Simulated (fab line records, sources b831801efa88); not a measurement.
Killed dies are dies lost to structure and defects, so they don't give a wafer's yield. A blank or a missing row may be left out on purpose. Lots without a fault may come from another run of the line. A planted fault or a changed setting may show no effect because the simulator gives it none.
Chamber matching | flow sky130 | SKY_LI_CONTACT_CMP_24 on cmp-02: 4 sister chambers
The step polishes, stops on PSG, t overpolish 20 s, target thk 0 nm. 7 wafers are shown with their chamber, then 8 later ones without.

WAFERS WITH THEIR CHAMBER
wafer  | chamber | motor_current_A (A) | overpolish_run_s (s)
L800.2 | 2       | 10.3                | 19.985
L809.1 | 1       | 11.6                | 20.011
L809.5 | 3       | 10.9                | 19.997
L813.1 | 1       | 11.5                | 20.002
L813.4 | 0       | 11.3                | 20.002
L813.5 | 3       | 10.4                | 19.998
L815.1 | 0       | 11.4                | 19.994

WAFERS WITHOUT THEIR CHAMBER
wafer  | motor_current_A (A) | overpolish_run_s (s)
L815.4 | 10.7                | 20.001
L815.6 | 10.5                | 20.016
L816.1 | 10.7                | 19.996
L816.2 | 10.4                | 20.009
L816.6 | 11.2                | 20.000
L819.3 | 10.5                | 20.002
L819.5 | 10.2                | 20.002
L819.6 | 10.9                | 20.000

WHICH CHAMBER EACH WENT THROUGH
wafer  | from the rows above          | in truth
L815.4 | 3                            | 3
L815.6 | can't be placed: 3 or 1 or 0 | 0
L816.1 | 3                            | 3
L816.2 | 3                            | 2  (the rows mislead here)
L816.6 | can't be placed: 0 or 1 or 3 | 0
L819.3 | 3                            | 3
L819.5 | can't be placed: 3 or 2      | 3
L819.6 | can't be placed: 3 or 0      | 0
Placed correctly: 3 of 8. Can't be placed from these rows: 4 (the true chamber is among the candidates in 4). Placed wrongly: 1.
How it was worked out, from the rows above alone: a wafer's distance from a chamber is the root of the sum, over the readings, of the square of ((its reading less the chamber's mean) divided by the reading's scatter). The wafer belongs to the nearest chamber; if the next one is less than 2 further off, it can't be placed. A chamber's mean is the mean of its shown wafers. The scatter: the root of (the sum of the squares of (reading less its chamber's mean) over the shown wafers, divided by (wafers less chambers)).
